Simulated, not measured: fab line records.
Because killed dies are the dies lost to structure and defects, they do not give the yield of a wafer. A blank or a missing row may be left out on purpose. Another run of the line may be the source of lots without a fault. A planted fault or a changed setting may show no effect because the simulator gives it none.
fab line records | flow gf180mcu
record: lots: 13 wafers: 39 last_day: 34
route steps=602 shown MVSD@73 MVPSD@82 VT_IMPLANT@97
lots that met no fault: from a run of the same line without faults
start_h: hours from the record's first day to the start of the lot's first wafer shown | wait_h: time in hours since the lot's previous step | " repeats the value in the row above | L1.1+2: several wafers, shown together as one row | - no value, or no start given | * or withheld: withheld | < > ~ a bound
route shown NAME@n: names a module that has steps shown in the file, with the first one's number in the route | usual: mean/standard deviation taken from wafers without a fault | same: alike in all rows | chamber/n: place in a boat | sites: per-site readings | _std_site: standard deviation of those values | _edge_site: the outer-site mean with the inner-site mean subtracted | radius_mm: for every site, how far away it sits from the centre of the wafer | mask NAME#n: copy n | behind: tool/chamber where the wafer was last shaped | hold: cause of the lot's hold/its duration in hours/its outcome | device: transistor that didn't switch, given as n, p or np | end of line: the route-end tests of the same wafers | a step given without rows: its recipe and nothing more | killed: at the first sort, the dies lost to defects and structure; wafer yield is something else | map: per-die view of a wafer (x killed, . not killed, _ where there is no die)
set.NAME: the setting that was run; set.NAME@STEP: the one run at that earlier step | model.NAME: the simulator's own value behind a step, which no gauge read
route steps across a sampled set of lots; one table per step, one row per wafer
services: the hour from which a tool's chamber was out of use, counted from the record's first day as start_h (under 0 if before that day), plus the number of hours and why
== steps ==
step: GF_MVSD_OVL_MEAS_07
usual: MVSD_OVL: 0.1/0.98
columns lot.wafer tool chamber start_h wait_h MVSD_OVL[nm]
L519.3 overlay-01 - 81.07 - 1.5
L519.5 " - " " 1.3
L519.6 " - " " 1.7
L520.1 overlay-02 - 86.76 - -0.4
L520.4 " - " " 0.1
L520.5 " - " " 0.0
L521.1 overlay-01 - 92.84 - 0.8
L521.2 " - " " 1.4
L521.6 " - " " 1.1
L522.1 overlay-02 - 96.66 - -1.8
L522.4 " - " " -1.5
L522.6 " - " " -0.8
L524.1 overlay-02 - 110.26 - 1.2
L524.5 " - " " 0.3
L524.6 " - " " -1.4
L526.1 overlay-01 - 123.01 - -0.8
L526.3 " - " " 0.5
L526.6 " - " " -0.4
L530.1 overlay-02 - 146.86 - -0.8
L530.5 " - " " -2.0
L530.6 " - " " -0.9
L531.4 overlay-01 - 153.68 - 2.7
L531.5 " - " " 1.1
L531.6 " - " " 1.8
L532.1 overlay-02 - 158.76 - 0.1
L532.5 " - " " -0.8
L532.6 " - " " 0.6
L535.2 overlay-01 - 176.27 - 0.7
L535.4 " - " " 0.3
L535.5 " - " " 1.0
L540.1 overlay-02 - 205.11 - -1.0
L540.5 " - " " -0.1
L540.6 " - " " -0.1
L541.4 overlay-02 - 210.37 - -1.0
L541.5 " - " " -0.4
L541.6 " - " " 0.0
L542.2 overlay-02 - 214.12 - 1.3
L542.5 " - " " 0.7
L542.6 " - " " 2.1
step: GF_MVPSD_EXPOSE_04
recipe: mask_id: MVPSD target_cd_nm: 1000 na: 0.6 source_shape: conventional sigma_outer: 0.6 dose_mj: 260
columns lot.wafer tool chamber start_h wait_h mask
L519.3+5+6 iline_stepper-01 0 88.28 - MVPSD#0
L520.1+4+5 iline_stepper-02 0 93.89 - MVPSD#0
L521.1+2+6 iline_stepper-01 0 100.74 - MVPSD#0
L522.1+4+6 iline_stepper-02 0 104.44 - MVPSD#0
L524.1+5+6 iline_stepper-02 0 118.09 - MVPSD#0
L526.1+3+6 iline_stepper-01 0 130.76 - MVPSD#0
L530.1+5+6 iline_stepper-01 0 155.16 - MVPSD_R1#0
L531.4+5+6 iline_stepper-01 0 161.66 - MVPSD#0
L532.1+5+6 iline_stepper-01 0 167.22 - MVPSD#0
L535.2+4+5 iline_stepper-01 0 185.53 - MVPSD#0
L540.1+5+6 iline_stepper-02 0 213.67 - MVPSD#0
L541.4+5+6 iline_stepper-01 0 219.15 - MVPSD#0
L542.2+5+6 iline_stepper-02 0 223.62 - MVPSD#0
step: GF_VT_IMPLANT_OVL_MEAS_07
usual: VT_IMPLANT_OVL: -0.3/1.5
columns lot.wafer tool chamber start_h wait_h VT_IMPLANT_OVL[nm]
L519.3 overlay-02 - 109.23 0.1 -0.6
L519.5 " - " " -0.4
L519.6 " - " " -1.4
L520.1 overlay-02 - 115.56 0.1 -1.6
L520.4 " - " " -2.3
L520.5 " - " " -0.8
L521.1 overlay-02 - 122.16 0.1 -3.3
L521.2 " - " " -2.2
L521.6 " - " " -2.4
L522.1 overlay-02 - 126.26 0.1 1.2
L522.4 " - " " 2.6
L522.6 " - " " 1.9
L524.1 overlay-01 - 141.71 0.1 0.6
L524.5 " - " " 1.2
L524.6 " - " " 1.3
L526.1 overlay-02 - 154.16 0.1 -1.5
L526.3 " - " " 0.3
L526.6 " - " " -3.0
L530.1 overlay-01 - 178.41 0.1 -0.3
L530.5 " - " " -0.2
L530.6 " - " " -0.6
L531.4 overlay-02 - 186.43 0.1 -1.3
L531.5 " - " " 0.9
L531.6 " - " " -0.6
L532.1 overlay-01 - 192.67 0.1 0.6
L532.5 " - " " -0.6
L532.6 " - " " -0.3
L535.2 overlay-02 - 210.77 0.1 -0.6
L535.4 " - " " 0.3
L535.5 " - " " -0.6
L540.1 overlay-01 - 239.92 0.1 0.3
L540.5 " - " " 0.8
L540.6 " - " " 0.5
L541.4 overlay-01 - 246.38 0.1 0.3
L541.5 " - " " -0.4
L541.6 " - " " -2.1
L542.2 overlay-01 - 250.86 0.1 1.5
L542.5 " - " " 1.2
L542.6 " - " " 2.3
step: GF_VT_IMPLANT_STRIP_20
recipe: chemistry: O2/N2 power_w: 1400 pressure_mtorr: 1500 platen_temp_c: 250 o2_flow_sccm: 3000 n2_flow_sccm: 300 overash_fraction: 0.5
usual: drypump_motor_current_A: 5.6/0.34 heater_power_w: 328/8.8 oes_product_au: 0.717/0.0048 strip_time_to_endpoint_s: 12.63/0.038
columns lot.wafer tool chamber start_h wait_h drypump_motor_current_A heater_power_w oes_product_au rf_hours_counter_h strip_time_to_endpoint_s
L519.3 plasma_asher-03 1 124.49 0.1 6.2 331 0.715 - 12.52
L519.5 " 1 " " 6.2 329 0.717 - 12.60
L519.6 " 0 " " 5.4 333 0.710 - 12.63
L520.1 plasma_asher-04 1 131.00 0.1 5.6 345 0.719 1 12.57
L520.4 " 1 " " 5.6 339 0.719 - 12.58
L520.5 " 0 " " 5.2 328 0.714 - 12.55
L521.1 plasma_asher-04 1 137.50 0.1 5.6 328 0.723 2 12.60
L521.2 " 0 " " 5.2 330 0.721 2 12.59
L521.6 " 1 " " 5.6 338 0.716 - 12.61
L522.1 plasma_asher-04 1 142.15 0.1 5.6 336 0.715 2 12.64
L522.4 " 0 " " 5.2 333 0.715 - 12.66
L522.6 " 1 " " 5.6 336 0.719 - 12.64
L524.1 plasma_asher-03 0 158.10 0.1 5.4 334 0.717 38 12.63
L524.5 " 1 " " 6.2 329 0.717 - 12.61
L524.6 " 0 " " 5.4 328 0.723 - 12.62
L526.1 plasma_asher-03 1 170.75 0.1 6.3 332 0.719 39 12.62
L526.3 " 1 " " 6.2 327 0.712 - 12.61
L526.6 " 1 " " 6.2 331 0.719 - 12.62
L530.1 plasma_asher-04 1 195.05 0.1 5.6 337 0.723 8 12.61
L530.5 " 1 " " 5.6 331 0.720 - 12.67
L530.6 " 0 " " 5.2 330 0.710 - 12.66
L531.4 plasma_asher-03 1 202.84 0.1 6.3 331 0.712 - 12.65
L531.5 " 1 " " 6.3 334 0.721 - 12.63
L531.6 " 0 " " 5.4 330 0.715 - 12.65
L532.1 plasma_asher-03 1 209.65 0.1 6.2 324 0.709 43 12.62
L532.5 " 1 " " 6.2 331 0.709 - 12.63
L532.6 " 0 " " 5.4 335 0.717 - 12.65
L535.2 plasma_asher-03 0 228.64 0.1 5.4 327 0.720 45 12.65
L535.4 " 1 " " 6.2 328 0.711 - 12.63
L535.5 " 1 " " 6.2 331 0.722 - 12.59
L540.1 plasma_asher-01 0 258.39 0.1 5.5 307 0.718 63 12.68
L540.5 " 0 " " 5.5 315 0.715 - 12.67
L540.6 " 1 " " 5.3 319 0.714 - 12.68
L541.4 plasma_asher-03 0 265.58 0.1 5.4 327 0.721 - 12.66
L541.5 " 0 " " 5.4 322 0.719 - 12.62
L541.6 " 1 " " 6.2 328 0.721 - 12.62
L542.2 plasma_asher-01 1 269.70 0.1 5.3 327 0.713 65 12.64
L542.5 " 1 " " 5.3 320 0.712 - 12.60
L542.6 " 0 " " 5.5 322 0.727 - 12.62
== services ==
columns tool chamber start_h hours kind
plasma_asher-04 - 108.75 9.0 pm
plasma_asher-04 0 108.75 9.0 vent_cycle
plasma_asher-04 1 108.75 9.0 vent_cycle
plasma_asher-04 0 117.75 - clean
plasma_asher-04 1 117.75 - clean
iline_stepper-02 - 130.39 1.7 pm
iline_stepper-01 - 140.51 1.7 pm
iline_stepper-01 - 220.78 2.1 pm
iline_stepper-01 - 222.87 - consumable_replace:lamp
plasma_asher-03 - 249.42 14.6 pm
iline_stepper-02 - 257.37 0.6 repair
== key ==
first_sign: step: GF_MVPSD_EXPOSE_04 reading: mask direction: changed
effect none on later readings
met_at GF_MVPSD_EXPOSE_04
struck_lots L530
sort_left_out L530.1,L530.5,L530.6
tester_left_out L530
not_acting_at GF_MVSD_OVL_MEAS_07,GF_VT_IMPLANT_OVL_MEAS_07,GF_VT_IMPLANT_STRIP_20
onset_between 130.76 155.16
fault: kind: wrong_mask tool: any chamber: - onset_h: 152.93 steps: GF_MVPSD_EXPOSE_04 aux_copy: MVPSD_R1#0 cd_offset_nm: -200 scope: struck_lots_only
tester_left_out: of these lots the tester's yield and bins aren't shown, on N5 and GAA mostly nor the transistor test; their killed dies are dies lost to structure and defects alone, not to doping, threshold or leakage, so they don't give the yield
sort_left_out: the simulated sort isn't trusted on such a fault, so these wafers' sort isn't shown, and their yield isn't known
